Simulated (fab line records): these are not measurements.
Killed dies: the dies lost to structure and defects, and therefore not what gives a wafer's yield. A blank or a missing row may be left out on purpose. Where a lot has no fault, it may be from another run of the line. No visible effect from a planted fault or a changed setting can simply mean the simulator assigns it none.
Which of the tools did it? | flow gf180mcu | 15 lots with 45 wafers sampled at 2 steps, on a route of 602 steps

WHAT THE GAUGES READ, wafer by wafer
GF_PSD_TW_MEAS_11. Usual: PSD_TW gives 3175 (standard deviation 29).
lot  | measured     | on            | PSD_TW         | flag
L909 | day 14 15:07 | film metro-02 | 3179 3163 3185 |
L910 | day 14 20:47 | film metro-01 | 3197 3187 3211 |
L911 | day 15 01:49 | film metro-04 | 3108 3118 3122 |
L913 | day 16 04:34 | film metro-01 | 3201 3202 3208 |
L914 | day 16 15:34 | film metro-04 | 3166 3151 3156 |
L915 | day 17 01:20 | film metro-02 | 3190 3177 3201 |
L916 | day 17 12:55 | film metro-04 | 3161 3173 3149 |
L917 | day 17 12:08 | film metro-04 | 3143 3149 3149 |
L921 | day 19 01:07 | film metro-04 | 3145 3171 3155 |
L926 | day 20 20:08 | film metro-04 | 3139 3136 3138 |
L928 | day 21 11:50 | film metro-01 | 3210 3198 3224 |
L929 | day 21 20:51 | film metro-01 | 3197 3217 3207 |
L930 | day 22 03:07 | film metro-04 | 3151 3144 3149 |
L931 | day 22 11:42 | film metro-04 | 3175 3150 3154 |
L932 | day 22 23:43 | film metro-04 | 3149 3153 3150 |

WHICH TOOL RAN EACH LOT (tool, then ch and the chambers of the sampled wafers, then the start)
lot  | GF_MVSD_DEVELOP_06
L909 | litho track-04 ch 0, day 4 09:00
L910 | litho track-01 ch 0, day 4 14:00
L911 | litho track-02 ch 0, day 4 20:00
L913 | litho track-01 ch 0, day 5 09:00
L914 | litho track-02 ch 0, day 5 18:00
L915 | litho track-02, day 5 23:00
L916 | litho track-02, day 6 03:00
L917 | litho track-01, day 6 06:00
L921 | litho track-02 ch 0, day 7 06:00
L926 | litho track-02 ch 0, day 8 14:00
L928 | litho track-02 ch 0, day 9 05:00
L929 | litho track-01 ch 0, day 9 09:00
L930 | litho track-04 ch 0, day 9 16:00
L931 | litho track-02 ch 0, day 9 20:00
L932 | litho track-04 ch 0, day 10 04:00
- GF_MVSD_DEVELOP_06: develop time 60 s.

WHAT THE TOOLS THEMSELVES READ (means of the sampled wafers that have a number; where no wafer has one, the mark that the record gives instead)
GF_MVSD_DEVELOP_06. Usual: chill plate temp C 22.99 C, standard deviation 0.087; resist line temp C 22.99 C, standard deviation 0.1.
lot  | tool           | chill plate temp C (C) | resist line temp C (C) | flag
L909 | litho track-04 | 22.88                  | 23.11                  |
L910 | litho track-01 | 23.04                  | 22.85                  |
L911 | litho track-02 | 23.12                  | 23.10                  |
L913 | litho track-01 | 22.97                  | 23.00                  |
L914 | litho track-02 | 22.97                  | 22.95                  |
L915 | litho track-02 | -                      | -                      | OFF
L916 | litho track-02 | -                      | -                      | OFF
L917 | litho track-01 | -                      | -                      | OFF
L921 | litho track-02 | 23.11                  | 23.12                  |
L926 | litho track-02 | 23.04                  | 23.03                  |
L928 | litho track-02 | 23.04                  | 22.91                  |
L929 | litho track-01 | 22.88                  | 22.92                  |
L930 | litho track-04 | 23.07                  | 22.97                  |
L931 | litho track-02 | 22.96                  | 23.03                  |
L932 | litho track-04 | 23.08                  | 22.84                  |

THE ANSWER, worked out from the rows above alone
Rule: a lot counts as off when the mean over its wafers that have a number is more than 3 standard deviations away from the usual mean. Also off: a lot with no number at a reading for which 4 or more lots have one. Any other lot the step has rows for is counted as sound. First the gauges in route order, then the tools' own readings, where a lot's mean is used as printed above. At the first step where some lot is off, the reading lying furthest off is the one used; lots without a number count as furthest.
Off: L915, L916, L917, at GF_MVSD_DEVELOP_06 (chill plate temp C). Without a number there: L915, L916, L917.
If a tool, at that step or one of the process steps before it, ran each lot that is off and ran no sound lot following the first of them, it fits. Of those tried, none fits.

WHAT THE SIMULATOR PUT IN
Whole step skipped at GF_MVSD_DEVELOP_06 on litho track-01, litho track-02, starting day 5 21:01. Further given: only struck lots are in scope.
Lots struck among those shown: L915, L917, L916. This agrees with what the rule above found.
